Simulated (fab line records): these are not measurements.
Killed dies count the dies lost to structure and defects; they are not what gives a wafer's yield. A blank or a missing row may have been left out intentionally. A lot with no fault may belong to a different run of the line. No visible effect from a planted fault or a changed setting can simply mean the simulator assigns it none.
Struck lot and sound lot, side by side    flow gf180mcu    16 out of 602 route steps
Sound: wafers L131.1, L131.4, L131.6. Struck: wafers L134.2, L134.5, L134.6. The cause comes at the end.
Order at every step that has rows: each side's tool, ch and its chambers, its first start. Under that, the readings that differ: sound wafers    struck wafers    difference of the means    sigmas: that difference in standard deviations of wafers without a fault.
alike: words and numbers the same on both sides, and readings whose means are apart by under 2 such deviations; not compared: readings that were withheld, readings missing a value for some wafer, numbers with overlapping values and no deviation given by the record, and bounds like >300 which may hide the same value.
Wherever a step has rows on one side only, a row that says differs or no value, or a row with sigmas, the two part there. Non-overlapping numbers with no deviation appear without sigmas and do not part them. A reading that every wafer of one side lacks parts them only if that side has two wafers or more.

first, 5 steps without rows for these wafers: GF_M5_COAT_02 (resist thk 1000 nm); GF_M5_SOFTBAKE_03 (time 59.06 s); GF_M5_EXPOSE_04 (exposes mask Metal5, target cd 280 nm); GF_M5_PEB_05 (peb time 90 s); GF_M5_DEVELOP_06 (develop time 60 s).
GF_M5_CD_MEAS_07: target cd 280 nm.
  sound on cd_sem-01 at day 29 03:35; struck on cd_sem-01 at day 29 13:06
  alike: cd_nm
GF_M5_OVL_MEAS_08:
  sound on overlay-01 at day 29 03:42; struck on overlay-02 at day 29 13:13
  alike: M5_OVL
GF_M5_ETCH_09: etches Si3N4 in CF4/O2, target depth 52 nm, time 11.6 s.
  sound on rie_diel-04 ch 2,3, day 29 03:44; struck on rie_diel-02 ch 0,1,3, day 29 13:14
  alike: O2_flow_sccm, chamber_pressure_mTorr, drypump_motor_current_A, oes_product_au, throttle_valve_pct
  not compared: rf_hours_counter_h
GF_M5_METAL_ETCH_10: etches the open film in Cl2/BCl3, stops on SiO2, target depth 750.8 nm, time 125.1 s.
  sound on rie_metal-02 ch 0,1, day 29 03:46; struck on rie_metal-01 ch 0,1, day 29 13:16
  alike: chamber_pressure_mTorr, drypump_motor_current_A, mfc_cl2_sccm, oes_product_au, throttle_valve_pct
  not compared: rf_hours_counter_h
GF_M5_STRIP_11: strips in O2/N2.
  sound on plasma_asher-02 ch 0,1, day 29 03:53; struck on plasma_asher-02 ch 0,1, day 29 13:23
  alike: chamber_pressure_mTorr, drypump_motor_current_A, heater_power_w, oes_product_au, strip_time_to_endpoint_s
  not compared: rf_hours_counter_h
then, 2 steps without rows for these wafers: GF_M5_STRIP_12 (strips in post etch residue remover, time 1200 s); GF_M5_CLEAN_13 (cleans in DIW).
GF_V5_CVD_00: deposits SiO2, target thk 300 nm, time 50 s.
  sound on hdpcvd-02 ch 0,1,2, day 29 04:26; struck on hdpcvd-02 ch 1,2, day 29 13:58
reading                              sound              struck             difference  sigmas
sih4_flow_sccm (sccm)                59.99 60.05 59.88  48.04 47.99 48.14  -11.92      -66
model.SiO2_of_V5_CVD_00.thk_nm (nm)  310.2 309.2 308.8  238.2 237.3 238.6  -71.4       
GF_V5_THK_MEAS_01:
  sound on film_metro-04 at day 29 04:29; struck on film_metro-01 at day 29 14:01
reading             sound        struck       difference  sigmas
V5_CVD_00_THK (nm)  310 309 309  238 237 238  -72         -21
GF_V5_CVD_02: deposits SiO2 from TEOS, target thk 1450 nm, time 163.28 s.
  sound on pecvd-01 ch 0,1,2, day 29 04:32; struck on pecvd-01 ch 1,2, day 29 14:04
  alike: heater_power_outer_w, heater_power_w
  not compared: since_wet_clean_h
-- the record jumps here: 3 days lie between the struck wafers' starts before and after (it left off in module V5 and takes up again in module PASSIVATION, whose first step shown is number 602 of the route) --
GF_PASSIVATION_PROBE_99:
  rows exist in the record for the struck wafers here (prober-02, day 32 02:22), but not for the sound ones

WHERE THEY PART
Last at GF_PASSIVATION_PROBE_99 as far as this record goes, first at GF_V5_CVD_00.

WHY: what had been put in by the simulator
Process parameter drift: hdpcvd-02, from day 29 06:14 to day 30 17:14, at GF_V5_CVD_00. From 60, the setting sih4_flow_sccm moved by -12. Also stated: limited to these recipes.
